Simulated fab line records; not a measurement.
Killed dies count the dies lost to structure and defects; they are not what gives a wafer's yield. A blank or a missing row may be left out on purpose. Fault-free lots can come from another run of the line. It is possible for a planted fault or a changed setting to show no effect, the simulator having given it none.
fab line records	flow sfqLine
[record] lots = 6	wafers = 18	lastDay = 89
route steps=325 shown C5@244 M6@251
lots that met no fault: taken from a fault-free run of the same line
startH: hours from the record's first day to the start of the lot's first wafer shown	waitH: hours from the lot's prior step to this one	" unchanged from the row above	L1.1+2: a single row standing in for several wafers	- no value, or no start given	* or withheld: withheld	< > ~ a bound
route shown NAME@n: names a module that has steps shown in the file, with the first one's number in the route	usual: mean/standard deviation of fault-free wafers	same: alike in all rows	chamber/n: place in a boat	sites: readings site by site	_std_site: how widely they spread, as a standard deviation	_edge_site: the outer-site mean with the inner-site mean subtracted	radiusMm: for every site, how far away it sits from the centre of the wafer	mask NAME#n: copy n	behind: tool/chamber where the wafer was last shaped	hold: why the lot was held/for how many hours/how that ended	device: the n, p or np transistor that did not switch	end of line: the same wafers' tests at the end of the route	step lacking rows: just its recipe	killed: dies that structure and defects cost at the first sort, which is not the same as the wafer's yield	map: shows each die of a wafer: x if killed, . if not, _ if none is there
set.NAME: setting as actually run; set.NAME@STEP: the setting as run at that earlier step	model.NAME: the simulator's own value behind a step, which no gauge read
lots at selected steps of the route; one table per step, one row per wafer
services: when a tool's chamber went out of use (startH, in hours from the record's first day, below 0 if earlier), for how many hours, and the reason
[[steps]]
[step SFQ_TRILAYER_C5_LITHO_PEB_154]
[recipe] pebTempC = 115	pebTimeS = 60	resist = KrF
[step SFQ_TRILAYER_C5_LITHO_DEVELOP_153]
[recipe] timeS = 60	resist = KrF
[step SFQ_C5_OVL_MEAS_937]
[usual] C5_OVL = 2/6
lot.wafer	tool	chamber	startH	waitH	C5_OVL[nm]
L316.2	overlay-02	-	1775.25	0.1	4
L316.3	"	-	"	"	3
L316.5	"	-	"	"	3
L324.1	overlay-02	-	1796.32	0.1	0
L324.2	"	-	"	"	1
L324.4	"	-	"	"	8
L325.1	overlay-02	-	1797.65	0.1	-1
L325.2	"	-	"	"	6
L325.3	"	-	"	"	-6
L328.1	overlay-02	-	1967.61	0.1	14
L328.2	"	-	"	"	10
L328.6	"	-	"	"	10
L329.2	overlay-02	-	1968.99	0.1	6
L329.4	"	-	"	"	8
L329.5	"	-	"	"	4
L331.1	overlay-02	-	2010.27	0.1	5
L331.3	"	-	"	"	10
L331.6	"	-	"	"	11
[step SFQ_TRILAYER_C5_BARC_OPEN_VIA_ETCH_210]
[recipe] maskMaterial = PR	chemistry = O2	targetDepthNm = 125	target = BARC	sourceW = 500	biasW = 80	pressureMtorr = 30	timeS = 41.7
[usual] drypumpMotorCurrentA = 5.8/0.46	oesProductAu = 0.685/0.0041	rfFwdPowerW = 493.7/2.7
lot.wafer	tool	chamber	startH	waitH	drypumpMotorCurrentA	oesProductAu	rfFwdPowerW	rfHoursCounterH
L316.2	rieDiel-04	0	1775.28	0.0	5.8	0.681	495.0	3
L316.3	"	3	"	"	6.1	0.684	495.0	9
L316.5	"	3	"	"	6.1	0.686	495.6	-
L324.1	rieDiel-02	3	1796.36	0.0	5.2	0.685	492.2	4
L324.2	"	1	"	"	4.8	0.683	494.3	14
L324.4	"	0	"	"	5.7	0.686	496.8	18
L325.1	rieDiel-01	0	1797.68	0.0	5.6	0.684	491.0	19
L325.2	"	3	"	"	6.4	0.682	491.0	3
L325.3	"	1	"	"	6.7	0.688	497.1	1
L328.1	rieDiel-01	2	1967.65	0.0	5.9	0.688	493.1	6
L328.2	"	0	"	"	5.6	0.686	491.8	0
L328.6	"	1	"	"	6.7	0.686	499.6	-
L329.2	rieDiel-04	3	1969.02	0.0	6.1	0.692	493.5	11
L329.4	"	1	"	"	6.0	0.681	489.3	0
L329.5	"	1	"	"	6.1	0.682	491.1	-
L331.1	rieDiel-01	1	2010.31	0.0	6.7	0.684	496.4	3
L331.3	"	3	"	"	6.4	0.683	487.8	5
L331.6	"	2	"	"	5.9	0.685	491.6	-
[step SFQ_TRILAYER_C5_ETCH_VIA_ETCH_154]
[recipe] target = SiO2	maskMaterial = PR	chemistry = CHF3	targetDepthNm = 84	sourceW = 500	biasW = 80	pressureMtorr = 30	timeS = withheld	stopOn = Nb
[usual] drypumpMotorCurrentA = 5.8/0.46	oesProductAu = 0.896/0.0082	rfFwdPowerW = 495.0/2.3
lot.wafer	tool	chamber	startH	waitH	drypumpMotorCurrentA	oesProductAu	rfFwdPowerW
L316.2	rieDiel-04	0	1775.32	0.0	5.8	0.899	495.5
L316.3	"	3	"	"	6.1	0.903	496.2
L316.5	"	3	"	"	6.1	0.905	497.7
L324.1	rieDiel-02	3	1796.40	0.0	5.2	0.892	492.2
L324.2	"	1	"	"	4.9	0.895	498.9
L324.4	"	0	"	"	5.6	0.904	492.7
L325.1	rieDiel-01	0	1797.72	0.0	5.6	0.896	493.2
L325.2	"	3	"	"	6.3	0.879	493.0
L325.3	"	1	"	"	6.7	0.891	495.6
L328.1	rieDiel-01	2	1967.69	0.0	5.9	0.896	493.6
L328.2	"	0	"	"	5.6	0.885	494.9
L328.6	"	1	"	"	6.7	0.900	494.6
L329.2	rieDiel-04	3	1969.06	0.0	6.1	0.891	496.5
L329.4	"	1	"	"	6.1	0.885	491.9
L329.5	"	1	"	"	6.1	0.902	493.6
L331.1	rieDiel-01	1	2010.35	0.0	6.7	0.882	497.1
L331.3	"	3	"	"	6.4	0.891	492.6
L331.6	"	2	"	"	5.9	0.908	496.9
[step SFQ_TRILAYER_C5_STRIP_STRIP_155]
[recipe] gas = O2	powerW = 200	platenTempC = 40	overashFraction = 0.65	chemistry = O2	pressureMtorr = 50
[step SFQ_TRILAYER_C5_STRIP_SOLV_CLEAN_156]
[recipe] chemistry = NMP	tempC = 70	timeS = 600
[step SFQ_TRILAYER_M6_DEP_PRE_CLEAN_158]
[recipe] gas = Ar	timeS = 22.5	biasV = 250
[step SFQ_TRILAYER_M6_DEP_SPUTTER_157]
[recipe] material = Nb	basePressurePa = 1.33e-06	chamberPressurePa = 0.1333	substrateTempC = 20	targetThkNm = 200	powerW = 2000	timeS = 133.3
[usual] throttleValvePct = 29.9/0.9
lot.wafer	tool	chamber	startH	waitH	throttleValvePct
L316.2	pvdSputter-05	-	1776.17	0.0	30.7
L316.3	"	-	"	"	29.0
L316.5	"	-	"	"	30.6
L324.1	pvdSputter-04	-	1797.26	0.0	29.3
L324.2	"	-	"	"	30.5
L324.4	"	-	"	"	28.9
L325.1	pvdSputter-05	-	1798.57	0.0	30.5
L325.2	"	-	"	"	30.2
L325.3	"	-	"	"	29.4
L328.1	pvdSputter-03	-	1968.54	0.0	29.5
L328.2	"	-	"	"	32.0
L328.6	"	-	"	"	29.3
L329.2	pvdSputter-05	-	1970.11	0.0	30.4
L329.4	"	-	"	"	30.5
L329.5	"	-	"	"	30.6
L331.1	pvdSputter-05	-	2011.80	0.0	30.1
L331.3	"	-	"	"	29.0
L331.6	"	-	"	"	29.5
[step SFQ_M6_RS_MEAS_938]
[recipe] thkMeasGauge = four-point-probe	reads = Nb_of_TRILAYER_M6_DEP_SPUTTER_157
[usual] M6_NB_RS = 0.886/0.0099
lot.wafer	tool	chamber	startH	waitH	M6_NB_RS[ohm/sq]
L316.2	filmMetro-01	-	1776.28	0.1	0.872
L316.3	"	-	"	"	0.865
L316.5	"	-	"	"	0.879
L324.1	filmMetro-03	-	1797.36	0.0	0.885
L324.2	"	-	"	"	0.872
L324.4	"	-	"	"	0.879
L325.1	filmMetro-04	-	1798.66	0.0	0.885
L325.2	"	-	"	"	0.882
L325.3	"	-	"	"	0.882
L328.1	filmMetro-04	-	1968.63	0.0	0.887
L328.2	"	-	"	"	0.889
L328.6	"	-	"	"	0.883
L329.2	filmMetro-01	-	1970.23	0.1	0.892
L329.4	"	-	"	"	0.893
L329.5	"	-	"	"	0.886
L331.1	filmMetro-01	-	2011.89	0.0	0.887
L331.3	"	-	"	"	0.887
L331.6	"	-	"	"	0.885
[step SFQ_TRILAYER_M6_LITHO_COAT_164]
[recipe] resist = BARC	spinRpm = 3000	resistThkNm = 62
[step SFQ_TRILAYER_M6_LITHO_COAT_159]
[recipe] resist = KrF	spinRpm = 3000	resistThkNm = 600
[usual] spinSpeedRpm = 3000.0/1.7
lot.wafer	tool	chamber	startH	waitH	spinSpeedRpm	model.KrF_of_TRILAYER_M6_LITHO_COAT_159.thkNm
L316.2	lithoTrack-01	0	1776.79	0.2	2998.9	600
L316.3	"	0	"	"	2996.9	599.8
L316.5	"	0	"	"	2997.4	599
L324.1	lithoTrack-01	0	1797.84	0.2	3057.3	594.4
L324.2	"	0	"	"	3057.2	594.8
L324.4	"	0	"	"	3059.3	594.5
L325.1	lithoTrack-01	0	1799.14	0.2	3056.2	592.1
L325.2	"	0	"	"	3058.5	592.8
L325.3	"	0	"	"	3057.7	592.5
L328.1	lithoTrack-01	0	1969.11	0.2	2999.1	598.4
L328.2	"	0	"	"	3000.4	597
L328.6	"	0	"	"	3002.3	598.4
L329.2	lithoTrack-03	0	1970.74	0.2	3000.9	602.2
L329.4	"	0	"	"	3001.3	598.4
L329.5	"	0	"	"	2999.4	601
L331.1	lithoTrack-01	0	2012.37	0.2	2999.0	600.3
L331.3	"	0	"	"	2998.2	600.3
L331.6	"	0	"	"	2999.6	599.3
[step SFQ_TRILAYER_M6_LITHO_SOFTBAKE_163]
[recipe] tempC = withheld	timeS = withheld	resist = KrF
[step SFQ_TRILAYER_M6_LITHO_EXPOSE_160]
[recipe] maskId = M6	na = 0.6	sourceShape = conventional	sigmaOuter = 0.65	targetCdNm = 500	doseMj = 14.4
[step SFQ_TRILAYER_M6_LITHO_PEB_162]
[recipe] pebTempC = 115	pebTimeS = 60	resist = KrF
[step SFQ_TRILAYER_M6_LITHO_DEVELOP_161]
[recipe] timeS = 60	resist = KrF
[step SFQ_M6_OVL_MEAS_940]
[usual] M6_OVL = -2/6.4
lot.wafer	tool	chamber	startH	waitH	M6_OVL[nm]
L316.2	overlay-01	-	1871.72	0.1	6
L316.3	"	-	"	"	3
L316.5	"	-	"	"	-2
L324.1	overlay-02	-	1893.44	0.1	1
L324.2	"	-	"	"	-15
L324.4	"	-	"	"	-2
L325.1	overlay-02	-	1895.84	0.1	-5
L325.2	"	-	"	"	12
L325.3	"	-	"	"	1
L328.1	overlay-01	-	1971.19	0.1	-1
L328.2	"	-	"	"	-10
L328.6	"	-	"	"	-10
L329.2	overlay-01	-	1972.70	0.1	-6
L329.4	"	-	"	"	-4
L329.5	"	-	"	"	-8
L331.1	overlay-02	-	2023.47	0.1	2
L331.3	"	-	"	"	-3
L331.6	"	-	"	"	-4
[step SFQ_TRILAYER_M6_BARC_OPEN_METAL_ETCH_206]
[recipe] maskMaterial = PR	chemistry = O2	targetDepthNm = 125	target = BARC	icpW = 600	biasW = 80	pressureMtorr = 10	timeS = 41.7
[usual] drypumpMotorCurrentA = 5.72/0.19	oesProductAu = 0.685/0.0044	rfFwdPowerW = 593.7/2
lot.wafer	tool	chamber	startH	waitH	drypumpMotorCurrentA	oesProductAu	rfFwdPowerW	rfHoursCounterH
L316.2	rieMetal-02	1	1871.75	0.0	5.73	0.676	598.2	6
L316.3	"	1	"	"	5.75	0.682	595.8	-
L316.5	"	0	"	"	5.96	0.691	598.3	-
L324.1	rieMetal-02	1	1893.47	0.0	5.74	0.685	592.7	9
L324.2	"	0	"	"	6.00	0.691	594.3	44
L324.4	"	0	"	"	5.97	0.682	595.9	-
L325.1	rieMetal-01	0	1895.87	0.0	5.86	0.678	592.0	20
L325.2	"	1	"	"	5.71	0.688	593.4	95
L325.3	"	1	"	"	5.68	0.688	596.4	-
L328.1	rieMetal-01	0	1971.22	0.0	5.82	0.678	593.1	30
L328.2	"	1	"	"	5.70	0.684	596.5	104
L328.6	"	0	"	"	5.81	0.692	589.9	-
L329.2	rieMetal-03	0	1972.73	0.0	5.61	0.686	592.5	59
L329.4	"	1	"	"	5.32	0.683	593.5	-
L329.5	"	0	"	"	5.59	0.687	590.8	-
L331.1	rieMetal-03	0	2023.51	0.0	5.62	0.683	589.3	67
L331.3	"	0	"	"	5.60	0.682	593.6	-
L331.6	"	1	"	"	5.34	0.689	594.7	-
[step SFQ_TRILAYER_M6_ETCH_METAL_ETCH_162]
[recipe] target = Nb	stopOn = SiO2	maskMaterial = PR	chemistry = Cl2/Ar	targetDepthNm = 240	icpW = 600	biasW = 80	pressureMtorr = 10	timeS = 120
[usual] drypumpMotorCurrentA = 5.72/0.19	oesProductAu = 0.897/0.007	rfFwdPowerW = 597.2/1.9
lot.wafer	tool	chamber	startH	waitH	drypumpMotorCurrentA	oesProductAu	rfFwdPowerW	rfHoursCounterH	model.KrF_of_TRILAYER_M6_LITHO_COAT_159.thkNm
L316.2	rieMetal-02	1	1871.81	0.0	5.77	0.907	599.4	6	383.6
L316.3	"	1	"	"	5.74	0.910	597.7	-	381.7
L316.5	"	0	"	"	5.93	0.906	599.3	-	381.9
L324.1	rieMetal-02	1	1893.53	0.0	5.77	0.888	597.0	9	374.7
L324.2	"	0	"	"	5.96	0.906	599.9	44	379.2
L324.4	"	0	"	"	6.05	0.904	600.3	-	378.7
L325.1	rieMetal-01	0	1895.93	0.0	5.83	0.893	595.9	20	372.3
L325.2	"	1	"	"	5.71	0.894	599.5	95	372.3
L325.3	"	1	"	"	5.72	0.886	597.3	-	372.1
L328.1	rieMetal-01	0	1971.28	0.0	5.84	0.894	595.4	30	379.7
L328.2	"	1	"	"	5.72	0.897	597.0	105	378.1
L328.6	"	0	"	"	5.82	0.900	594.6	-	378.1
L329.2	rieMetal-03	0	1972.79	0.0	5.57	0.892	595.7	59	383.7
L329.4	"	1	"	"	5.32	0.887	596.9	-	378.5
L329.5	"	0	"	"	5.60	0.894	596.5	-	383.1
L331.1	rieMetal-03	0	2023.57	0.0	5.57	0.898	598.8	67	383
L331.3	"	0	"	"	5.59	0.897	595.2	-	382.5
L331.6	"	1	"	"	5.30	0.896	592.7	-	378.9
[step SFQ_TRILAYER_M6_STRIP_STRIP_163]
[recipe] gas = O2	powerW = 200	platenTempC = 40	overashFraction = 0.65	chemistry = O2	pressureMtorr = 50
[usual] drypumpMotorCurrentA = 5.73/0.2	oesProductAu = 1.002/0.0081
lot.wafer	tool	chamber	startH	waitH	drypumpMotorCurrentA	oesProductAu	rfHoursCounterH
L316.2	rieMetal-02	1	1871.93	0.1	5.76	0.997	7
L316.3	"	1	"	"	5.74	1.004	-
L316.5	"	0	"	"	6.03	1.002	-
L324.1	rieMetal-02	1	1893.66	0.1	5.76	0.997	9
L324.2	"	0	"	"	6.03	0.992	45
L324.4	"	0	"	"	6.01	1.004	-
L325.1	rieMetal-01	0	1896.06	0.1	5.81	1.009	20
L325.2	"	1	"	"	5.70	1.002	95
L325.3	"	1	"	"	5.75	0.997	-
L328.1	rieMetal-01	0	1971.41	0.1	5.81	1.014	30
L328.2	"	1	"	"	5.70	1.014	105
L328.6	"	0	"	"	5.78	1.006	-
L329.2	rieMetal-03	0	1972.91	0.1	5.60	1.007	59
L329.4	"	1	"	"	5.29	1.004	-
L329.5	"	0	"	"	5.62	1.008	-
L331.1	rieMetal-03	0	2023.70	0.1	5.59	0.994	67
L331.3	"	0	"	"	5.57	0.986	-
L331.6	"	1	"	"	5.31	1.007	-
[[services]]
tool	chamber	startH	hours	kind
rieDiel-04	0	1753.81	6.9	repair
rieDiel-04	2	1758.50	37.5	repair
rieMetal-01	-	1767.01	1.8	repair
rieMetal-03	-	1796.92	0.3	repair
rieDiel-04	-	1808.57	0.4	repair
rieDiel-04	3	1836.65	1.6	repair
rieMetal-01	-	1850.55	1.1	repair
rieMetal-02	1	1859.19	11.2	repair
rieDiel-01	1	1867.38	5.9	repair
rieDiel-02	0	1870.23	10.4	repair
rieDiel-02	2	1873.80	9.2	repair
rieMetal-03	-	1873.90	2.8	pm
rieDiel-04	-	1875.12	14.6	pm
pvdSputter-04	-	1875.46	1.8	repair
pvdSputter-04	-	1898.91	5.6	repair
rieDiel-01	-	1915.91	2.8	pm
rieDiel-04	0	1928.38	4.9	repair
rieMetal-03	0	1931.39	4.8	repair
rieDiel-04	2	1938.07	8.6	repair
rieDiel-02	1	1953.39	7.5	repair
rieMetal-03	0	1980.11	5.3	repair
rieDiel-02	1	1987.66	1.6	repair
rieDiel-04	1	2001.16	6.3	repair
rieMetal-02	0	2006.28	15.7	repair
[[key]]
[firstSign] step = SFQ_TRILAYER_M6_LITHO_COAT_159	reading = spinSpeedRpm	direction = up	sigmas = 34	usual = 3000.0	struck = 3057.7
effect none on later readings
[modelEffect] step = SFQ_TRILAYER_M6_LITHO_COAT_159	value = KrF_of_TRILAYER_M6_LITHO_COAT_159.thkNm	without = 599.2	struck = 593.5
[modelEffect] step = SFQ_TRILAYER_M6_ETCH_METAL_ETCH_162	value = KrF_of_TRILAYER_M6_LITHO_COAT_159.thkNm	without = 380.6	struck = 374.9
metAt SFQ_TRILAYER_M6_LITHO_COAT_159
struckWafers L324.1,L324.2,L324.4,L325.1,L325.2,L325.3
onsetBetween 1776.79 1797.84
[fault] kind = processParameterDrift	tool = lithoTrack-01	chamber = -	onsetH = 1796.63	steps = SFQ_TRILAYER_M6_LITHO_COAT_159	channel = spinRpm	offset = 57.87	shape = step	endH = 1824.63	actsIn = theseRecipesOnly	stated = 3000
